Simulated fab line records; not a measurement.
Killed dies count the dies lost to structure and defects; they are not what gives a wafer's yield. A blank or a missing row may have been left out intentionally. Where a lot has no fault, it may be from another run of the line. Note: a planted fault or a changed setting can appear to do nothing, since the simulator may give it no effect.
fab line records	flow gf180mcu
record: lots: 14	wafers: 42	lastDay: 34
route steps=602 shown VT_IMPLANT@93 CONTACT@311 M1@315
lots untouched by any fault: they come from a run of this same line in which no faults occurred
startH: start of the lot's first displayed wafer, in hours after the record's first day	waitH: hours elapsed since this lot's preceding step	" repeats the value in the row above	L1.1+2: a single row standing in for several wafers	- value missing, or start not given	* or withheld: withheld	< > ~ a bound
route shown NAME@n: names a module that has steps shown in the file, with the first one's number in the route	usual: mean/standard deviation of fault-free wafers	same: alike in all rows	chamber/n: place in a boat	sites: the reading at each site	_std_site: standard deviation of those values	_edge_site: outer sites' mean less inner sites'	radiusMm: how far each site lies from the wafer's centre	mask NAME#n: copy n	behind: the last tool/chamber to shape the wafer	hold: the reason the lot was held/the length of the hold in hours/how it ended	device: which transistor (n, p or np) failed to switch	end of line: the tests these same wafers got at the end of their route	where a step has no rows: the recipe by itself	killed: dies that structure and defects cost at the first sort, which is not the same as the wafer's yield	map: per-die view of a wafer (x killed, . not killed, _ where there is no die)
set.NAME: the run value of the setting; set.NAME@STEP: its run value at that earlier step	model.NAME: the simulator's own value behind a step, which no gauge read
the route's steps for a sample of lots (tables are steps, rows are wafers)
services: a tool's chamber out of use, with start hour (startH, from the record's first day; less than 0 if before it), hours out, and reason
== steps ==
step: GF_VT_IMPLANT_SOFTBAKE_03
recipe: tempC: 90	timeS: 60	resist: NOVOLAK
usual: heaterPowerTotalW: 56.60/0.047	runLengthS: 88.91/0.26
lot.wafer	tool	chamber	startH	waitH	heaterPowerTotalW	runLengthS
L874.2	lithoTrack-02	0	96.54	0.1	56.61	89.19
L874.3	"	0	"	"	56.54	89.16
L874.4	"	0	"	"	56.55	89.42
L875.2	lithoTrack-03	0	102.07	0.1	56.52	88.58
L875.3	"	0	"	"	56.60	88.93
L875.5	"	0	"	"	56.57	88.72
L876.2	lithoTrack-04	0	125.08	0.1	56.53	88.68
L876.5	"	0	"	"	56.58	88.84
L876.6	"	0	"	"	56.63	88.77
L877.1	lithoTrack-02	0	128.06	0.1	56.58	89.11
L877.4	"	0	"	"	56.60	89.23
L877.6	"	0	"	"	56.59	89.11
L879.1	lithoTrack-03	0	130.89	0.1	56.67	88.63
L879.4	"	0	"	"	56.61	88.72
L879.6	"	0	"	"	56.53	88.70
L880.1	lithoTrack-03	0	136.54	0.1	56.65	88.79
L880.4	"	0	"	"	56.58	88.65
L880.6	"	0	"	"	56.63	88.61
L884.1	lithoTrack-04	0	168.01	0.1	56.61	88.88
L884.5	"	0	"	"	56.65	88.93
L884.6	"	0	"	"	56.62	88.74
L885.1	lithoTrack-04	0	174.71	0.1	56.47	88.92
L885.3	"	0	"	"	56.65	88.74
L885.4	"	0	"	"	56.65	88.82
L886.2	lithoTrack-02	0	180.09	0.1	56.66	89.19
L886.4	"	0	"	"	56.62	89.15
L886.5	"	0	"	"	56.60	89.49
L892.1	lithoTrack-03	0	215.29	0.1	56.55	88.62
L892.2	"	0	"	"	56.62	88.80
L892.4	"	0	"	"	56.66	88.76
L893.4	lithoTrack-04	0	224.08	0.1	58.34	83.80
L893.5	"	0	"	"	58.37	84.20
L893.6	"	0	"	"	58.31	84.04
L894.2	lithoTrack-04	0	230.33	0.1	58.40	83.75
L894.4	"	0	"	"	58.40	83.84
L894.6	"	0	"	"	58.30	83.81
L895.1	lithoTrack-02	0	236.01	0.1	56.61	89.22
L895.3	"	0	"	"	56.59	89.30
L895.6	"	0	"	"	56.55	89.21
L896.1	lithoTrack-03	0	242.04	0.1	56.45	88.93
L896.2	"	0	"	"	56.60	88.74
L896.5	"	0	"	"	56.57	88.62
step: GF_CONTACT_CVD_24
recipe: material: W	targetThkNm: 300	timeS: 90.339	tempC: 400	pressureTorr: 40
usual: heaterPowerW: 792/29
lot.wafer	tool	chamber	startH	waitH	heaterPowerW
L874.2	cvdW-01	0	355.21	0.1	813
L874.3	"	0	"	"	807
L874.4	"	0	"	"	788
L875.2	cvdW-01	1	366.46	0.0	750
L875.3	"	0	"	"	800
L875.5	"	0	"	"	781
L876.2	cvdW-01	1	400.91	0.0	776
L876.5	"	0	"	"	798
L876.6	"	1	"	"	775
L877.1	cvdW-01	0	406.61	0.0	815
L877.4	"	0	"	"	783
L877.6	"	0	"	"	787
L879.1	cvdW-01	1	407.45	0.0	774
L879.4	"	0	"	"	797
L879.6	"	1	"	"	780
L880.1	cvdW-01	0	415.80	0.0	812
L880.4	"	1	"	"	760
L880.6	"	1	"	"	762
L884.1	cvdW-02	1	461.39	0.0	834
L884.5	"	0	"	"	769
L884.6	"	1	"	"	833
L885.1	cvdW-01	1	468.00	0.0	754
L885.3	"	1	"	"	767
L885.4	"	0	"	"	811
L886.2	cvdW-01	0	469.22	0.0	813
L886.4	"	0	"	"	829
L886.5	"	0	"	"	821
L892.1	cvdW-01	0	520.69	0.0	801
L892.2	"	1	"	"	767
L892.4	"	0	"	"	806
L893.4	cvdW-02	1	528.93	0.1	855
L893.5	"	1	"	"	829
L893.6	"	0	"	"	756
L894.2	cvdW-01	1	539.88	0.0	780
L894.4	"	0	"	"	804
L894.6	"	0	"	"	804
L895.1	cvdW-01	1	543.33	0.0	757
L895.3	"	1	"	"	763
L895.6	"	1	"	"	748
L896.1	cvdW-02	1	551.77	0.0	844
L896.2	"	0	"	"	781
L896.5	"	0	"	"	766
step: GF_M1_SPUTTER_00
recipe: material: Ti	targetThkNm: 37.5	arrivingIonEnergyEv: 80	substrateTempC: 200	chamberPressurePa: 2	powerW: 4000	timeS: 150
usual: cathodeDcPowerW: 4000.0/0.72	chamberPressurePa: 2.001/0.004	throttleValvePct: 30.0/0.53
lot.wafer	tool	chamber	startH	waitH	cathodeDcPowerW	chamberPressurePa	throttleValvePct
L874.2	pvdSputter-04	-	355.86	0.2	4000.7	2.000	29.8
L874.3	"	-	"	"	4000.7	2.000	29.5
L874.4	"	-	"	"	4000.1	2.002	30.4
L875.2	pvdSputter-03	-	367.04	0.1	3998.4	2.004	30.4
L875.3	"	-	"	"	3998.8	1.999	31.2
L875.5	"	-	"	"	3999.7	2.002	30.5
L876.2	pvdSputter-01	-	401.49	0.1	4000.5	1.997	29.8
L876.5	"	-	"	"	4000.6	2.002	29.4
L876.6	"	-	"	"	3999.4	2.002	30.2
L877.1	pvdSputter-01	-	407.19	0.1	4000.6	2.002	29.9
L877.4	"	-	"	"	3999.9	1.998	29.6
L877.6	"	-	"	"	4000.7	2.007	29.9
L879.1	pvdSputter-01	-	408.07	0.2	3999.7	2.006	29.9
L879.4	"	-	"	"	3999.8	1.998	30.0
L879.6	"	-	"	"	3998.9	2.000	29.8
L880.1	pvdSputter-03	-	416.38	0.1	3999.3	1.995	30.9
L880.4	"	-	"	"	4000.9	2.001	30.8
L880.6	"	-	"	"	3999.8	1.999	30.2
L884.1	pvdSputter-01	-	461.97	0.2	4000.2	2.000	29.6
L884.5	"	-	"	"	3999.5	1.999	29.9
L884.6	"	-	"	"	4000.4	2.005	29.8
L885.1	pvdSputter-04	-	468.58	0.2	3999.5	2.001	30.3
L885.3	"	-	"	"	3999.0	1.995	29.1
L885.4	"	-	"	"	4000.0	1.996	29.7
L886.2	pvdSputter-04	-	469.80	0.1	4000.7	2.003	29.9
L886.4	"	-	"	"	4000.4	2.004	30.4
L886.5	"	-	"	"	4000.0	1.996	30.1
L892.1	pvdSputter-03	-	521.53	0.1	4000.8	1.997	31.5
L892.2	"	-	"	"	3999.4	2.008	30.9
L892.4	"	-	"	"	3999.0	2.004	30.2
L893.4	pvdSputter-04	-	529.50	0.2	4000.0	2.002	29.8
L893.5	"	-	"	"	3999.8	2.001	29.1
L893.6	"	-	"	"	3999.3	2.001	29.5
L894.2	pvdSputter-03	-	540.46	0.2	4000.1	1.996	30.4
L894.4	"	-	"	"	4000.1	2.006	31.2
L894.6	"	-	"	"	3999.5	1.999	30.2
L895.1	pvdSputter-04	-	543.91	0.2	4000.5	2.004	30.4
L895.3	"	-	"	"	4001.0	1.999	29.4
L895.6	"	-	"	"	3999.8	1.997	29.3
L896.1	pvdSputter-01	-	552.35	0.1	3999.6	2.008	29.5
L896.2	"	-	"	"	3999.8	2.007	30.2
L896.5	"	-	"	"	3999.9	2.012	29.8
step: GF_M1_CD_MEAS_14
recipe: targetCdNm: 230
usual: cdNm: 230.5/1.3
lot.wafer	tool	chamber	startH	waitH	cdNm
L874.2	cdSem-01	-	377.11	0.1	231.0
L874.3	"	-	"	"	230.7
L874.4	"	-	"	"	230.1
L875.2	cdSem-02	-	388.66	0.1	232.3
L875.3	"	-	"	"	231.0
L875.5	"	-	"	"	232.1
L876.2	cdSem-01	-	423.87	0.1	231.8
L876.5	"	-	"	"	230.7
L876.6	"	-	"	"	230.0
L877.1	cdSem-01	-	430.41	0.1	231.1
L877.4	"	-	"	"	229.4
L877.6	"	-	"	"	231.2
L879.1	cdSem-02	-	431.64	0.1	228.0
L879.4	"	-	"	"	227.9
L879.6	"	-	"	"	227.9
L880.1	cdSem-02	-	440.51	0.1	229.1
L880.4	"	-	"	"	227.6
L880.6	"	-	"	"	228.5
L884.1	cdSem-01	-	485.51	0.1	230.2
L884.5	"	-	"	"	229.9
L884.6	"	-	"	"	230.2
L885.1	cdSem-01	-	491.84	0.1	228.8
L885.3	"	-	"	"	229.4
L885.4	"	-	"	"	228.6
L886.2	cdSem-01	-	493.32	0.1	232.1
L886.4	"	-	"	"	230.8
L886.5	"	-	"	"	230.9
L892.1	cdSem-01	-	544.60	0.1	228.8
L892.2	"	-	"	"	228.5
L892.4	"	-	"	"	228.6
L893.4	cdSem-02	-	552.71	0.1	230.9
L893.5	"	-	"	"	230.7
L893.6	"	-	"	"	231.5
L894.2	cdSem-02	-	562.32	0.1	231.6
L894.4	"	-	"	"	230.8
L894.6	"	-	"	"	232.0
L895.1	cdSem-01	-	566.35	0.1	232.2
L895.3	"	-	"	"	231.8
L895.6	"	-	"	"	232.4
L896.1	cdSem-02	-	573.59	0.1	230.3
L896.2	"	-	"	"	228.8
L896.5	"	-	"	"	230.9
== services ==
tool	chamber	startH	hours	kind
pvdSputter-04	-	79.81	1.1	repair
cvdW-01	-	117.29	0.6	repair
pvdSputter-01	-	138.89	5.3	repair
pvdSputter-01	-	195.78	0.5	repair
cvdW-02	1	241.15	1.4	repair
cvdW-01	-	261.33	2.8	pm
pvdSputter-01	-	270.56	19.1	repair
pvdSputter-04	-	285.12	1.7	repair
pvdSputter-04	-	295.74	0.8	repair
cvdW-02	-	298.61	2.3	repair
pvdSputter-01	-	317.10	3.4	repair
pvdSputter-01	-	324.88	3.9	repair
cvdW-01	-	327.04	1.5	repair
pvdSputter-01	-	338.09	3.8	repair
cvdW-01	1	348.94	8.8	repair
pvdSputter-01	-	357.03	0.6	repair
cvdW-02	-	390.00	14.0	pm
cvdW-02	0	390.00	14.0	ventCycle
cvdW-02	1	390.00	14.0	ventCycle
cvdW-02	-	391.21	1.6	repair
cvdW-01	-	423.40	6.0	pm
pvdSputter-04	-	426.03	3.2	repair
pvdSputter-01	-	517.94	1.8	repair
cvdW-01	-	536.50	0.3	repair
== key ==
firstSign: step: GF_VT_IMPLANT_SOFTBAKE_03	reading: heaterPowerTotalW	direction: up	sigmas: 37	usual: 56.60	struck: 58.35
effect: step: GF_VT_IMPLANT_SOFTBAKE_03	reading: runLengthS	direction: down	sigmas: 19	usual: *	struck: *
metAt GF_VT_IMPLANT_SOFTBAKE_03
struckLots L893,L894
testerLeftOut L893,L894
notActingAt GF_CONTACT_CVD_24,GF_M1_SPUTTER_00,GF_M1_CD_MEAS_14
onsetBetween 174.71 224.08
fault: kind: processParameterDrift	tool: lithoTrack-04	chamber: -	onsetH: 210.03	steps: GF_VT_IMPLANT_SOFTBAKE_03	channel: timeS	offset: *	shape: step	endH: 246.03	actsIn: *	stated: *
testerLeftOut: of these lots the tester's yield and bins aren't shown, on N5 and GAA mostly nor the transistor test; their killed dies are dies lost to structure and defects alone, not to doping, threshold or leakage, so they don't give the yield
